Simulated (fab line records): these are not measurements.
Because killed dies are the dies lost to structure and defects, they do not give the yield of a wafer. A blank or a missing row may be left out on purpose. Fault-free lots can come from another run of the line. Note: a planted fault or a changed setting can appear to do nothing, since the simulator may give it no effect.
Struck lot and sound lot, side by side :: flow sky130 :: 28 out of 708 route steps
Sound: these wafers, L316.1, L316.2, L316.3. Wafers struck: L326.2, L326.5, L326.6. At the end, the cause is stated.
For every step that has rows: the tool of each side, followed by ch and its chambers, followed by its first start. Under that, the readings that differ: sound wafers :: struck wafers :: difference of the means :: sigmas: that difference in standard deviations of wafers without a fault.
alike: words and numbers the same on both sides, and readings whose means are apart by under 2 such deviations; not compared: readings that were withheld, readings missing a value for some wafer, numbers with overlapping values and no deviation given by the record, and bounds like >300 which may hide the same value.
The two part at a step that has a row with sigmas, a row that says differs or no value, or rows on one side only. Non-overlapping numbers with no deviation appear without sigmas and do not part them. A reading missing from all wafers of one side parts the sides only when that side holds two or more wafers.

SKY_VIA2_SPUTTER_20: material TiN, target thk 20 nm, time 80 s.
  sound on pvd_sputter-04 at day 39 19:55; struck on pvd_sputter-02 at day 41 19:05
  alike: throttle_valve_pct
then, 1 step without rows for these wafers: SKY_VIA2_CVD_21 (deposits W, target thk 420 nm, time 126.4 s).
SKY_VIA2_RS_MEAS_22: a four-point-probe measurement.
  sound on film_metro-03 at day 39 20:07; struck on film_metro-02 at day 41 19:18
  alike: VIA2_W_RS
SKY_VIA2_THK_MEAS_23: measures by xrf.
  sound on film_metro-03 at day 39 20:14; struck on film_metro-02 at day 41 19:25
  alike: VIA2_W_THK
then, 1 step without rows for these wafers: SKY_VIA2_CMP_24 (polishes, stops on SiO2, t overpolish 20 s, target thk 0 nm).
SKY_METAL3_SPUTTER_00: material Ti, target thk 15 nm, time 10 s.
  sound on pvd_sputter-03 at day 39 20:35; struck on pvd_sputter-03 at day 41 20:26
  alike: throttle_valve_pct
then, 1 step without rows for these wafers: SKY_METAL3_SPUTTER_01 (material TiN, target thk 20 nm, time 16.7 s).
SKY_METAL3_SPUTTER_02: material AlCu, target thk 735 nm, time 39.1 s.
  sound on pvd_sputter-03 at day 39 20:38; struck on pvd_sputter-03 at day 41 20:29
  alike: throttle_valve_pct
SKY_METAL3_SPUTTER_03: material Ti, target thk 5 nm, time 3.3 s.
  sound on pvd_sputter-03 at day 39 20:41; struck on pvd_sputter-03 at day 41 20:31
  alike: throttle_valve_pct
then, 2 steps without rows for these wafers: SKY_METAL3_SPUTTER_04 (material TiN, target thk 70 nm, time 58.3 s); SKY_CAPM_CVD_00 (deposits SiO2, target thk 15.5 nm).
SKY_CAPM_THK_MEAS_01:
  sound on film_metro-02 at day 39 20:46; struck on film_metro-02 at day 41 20:37
  alike: CAPM_CVD_00_THK
SKY_CAPM_SPUTTER_02: material TiN, target thk 200 nm, time 166.7 s.
  sound on pvd_sputter-04 at day 39 20:50; struck on pvd_sputter-04 at day 41 20:40
reading: model.TiN_of_CAPM_SPUTTER_02.thk_nm (nm)
sound: 203.6 201.8 202.1
struck: 312.9 312.9 312.3
difference: +110.2
sigmas: 
  alike: throttle_valve_pct
SKY_CAPM_RS_MEAS_03: a four-point-probe measurement.
  sound on film_metro-01 at day 39 20:56; struck on film_metro-04 at day 41 20:47
reading: CAPM_TIN_RS (ohm/sq)
sound: 6.79 6.86 6.85
struck: 4.37 4.38 4.38
difference: -2.46
sigmas: -42
SKY_CAPM_THK_MEAS_04: measures by xrf.
  sound on film_metro-01 at day 39 21:04; struck on film_metro-04 at day 41 20:54
reading: CAPM_TIN_THK (nm)
sound: 206.3 204.2 205.0
struck: 313.8 313.9 312.4
difference: +108.2
sigmas: +57
then, 7 steps without rows for these wafers: SKY_CAPM_DEHYDRATE_05 (time 60 s); SKY_CAPM_HMDS_06 (prime time 60 s); SKY_CAPM_COAT_07 (resist thk 1140 nm); SKY_CAPM_SOFTBAKE_08 (time 60 s); SKY_CAPM_EXPOSE_09 (exposes mask CAPM, target cd 1000 nm); SKY_CAPM_PEB_10; SKY_CAPM_DEVELOP_11 (develop time 60 s).
SKY_CAPM_OVL_MEAS_12:
  sound on overlay-02 at day 40 20:53; struck on overlay-02 at day 42 19:45
  alike: CAPM_OVL
SKY_CAPM_METAL_ETCH_13: etches TiN in Cl2/BCl3, stops on SiO2, target depth 220 nm, time 62.9 s.
  sound on rie_metal-04 ch 0,1, day 40 20:55; struck on rie_metal-01 ch 0,1, day 42 19:47
reading: oes_product_au (a.u.)
sound: 0.940 0.958 0.946
struck: 0.996 1.002 0.993
difference: +0.049
sigmas: +8

reading: throttle_valve_pct (%)
sound: 21.889 21.900 21.898
struck: 21.868 21.846 21.856
difference: -0.039
sigmas: -4
  alike: bcl3_flow_sccm, drypump_motor_current_A, mfc_cl2_sccm
  not compared: rf_hours_counter_h
SKY_CAPM_STRIP_14: strips in O2/N2.
  sound on plasma_asher-01 ch 0,1, day 40 21:00; struck on plasma_asher-02 ch 0,1, day 42 19:52
  alike: drypump_motor_current_A, oes_product_au, strip_time_to_endpoint_s
  not compared: rf_hours_counter_h
SKY_CAPM_STRIP_15: strips in post etch residue remover, time 1200 s.
  sound on wet_bench-02 ch 2, day 40 21:06; struck on wet_bench-04 ch 3, day 42 19:58
reading: model.TiN_of_CAPM_SPUTTER_02.thk_nm (nm)
sound: 203.2 201.4 201.7
struck: 312.5 312.5 311.9
difference: +110.2
sigmas: 
then, 1 step without rows for these wafers: SKY_CAPM_CLEAN_16 (cleans in IPA, time 180 s).
-- the record jumps here: 7 days lie between the struck wafers' starts before and after (it left off in module CAPM and takes up again in module PAD_OPEN, whose first step shown is number 708 of the route) --
SKY_PAD_OPEN_PROBE_99:
  sound on prober-02 at day 48 14:23; struck on prober-01 at day 50 02:45
reading: defect_limited_yield (%)
sound: 84.8 84.1 84.6
struck: 0 0 0
difference: -84
sigmas: -44

reading: killed_at_other
sound: 0 1 0
struck: 395 397 411
difference: +401
sigmas: +99 or more

reading: killed_dies
sound: 75 78 76
struck: 492 492 492
difference: +416
sigmas: +45

reading: killed_on_rim
sound: 13 15 15
struck: 96 96 96
difference: +82
sigmas: +23

reading: killed_open
sound: 42 35 36
struck: 57 54 52
difference: +17
sigmas: +2

reading: sort_bin_3_pad_short (%)
sound: 0.8 0.8 1.2
struck: 81.3 80.9 84.3
difference: +81.2
sigmas: +99 or more

reading: sort_bin_6_memory (%)
sound: 5.1 4.3 5.7
struck: 8.5 7.3 6.7
difference: +2.5
sigmas: +2

reading: sort_n_pass
sound: 417 414 416
struck: 0 0 0
difference: -416
sigmas: -45

reading: sort_yield_pct (%)
sound: 84.8 84.1 84.6
struck: 0 0 0
difference: -84
sigmas: -44
  alike: killed_at_M0_to_M3, killed_at_M4_up, killed_at_contacts, killed_at_front_end, killed_short, sort_bin_5_function

## WHERE THEY PART
At SKY_CAPM_RS_MEAS_03 first; at SKY_PAD_OPEN_PROBE_99 last (within this record only).

WHY: whatever the simulator had introduced
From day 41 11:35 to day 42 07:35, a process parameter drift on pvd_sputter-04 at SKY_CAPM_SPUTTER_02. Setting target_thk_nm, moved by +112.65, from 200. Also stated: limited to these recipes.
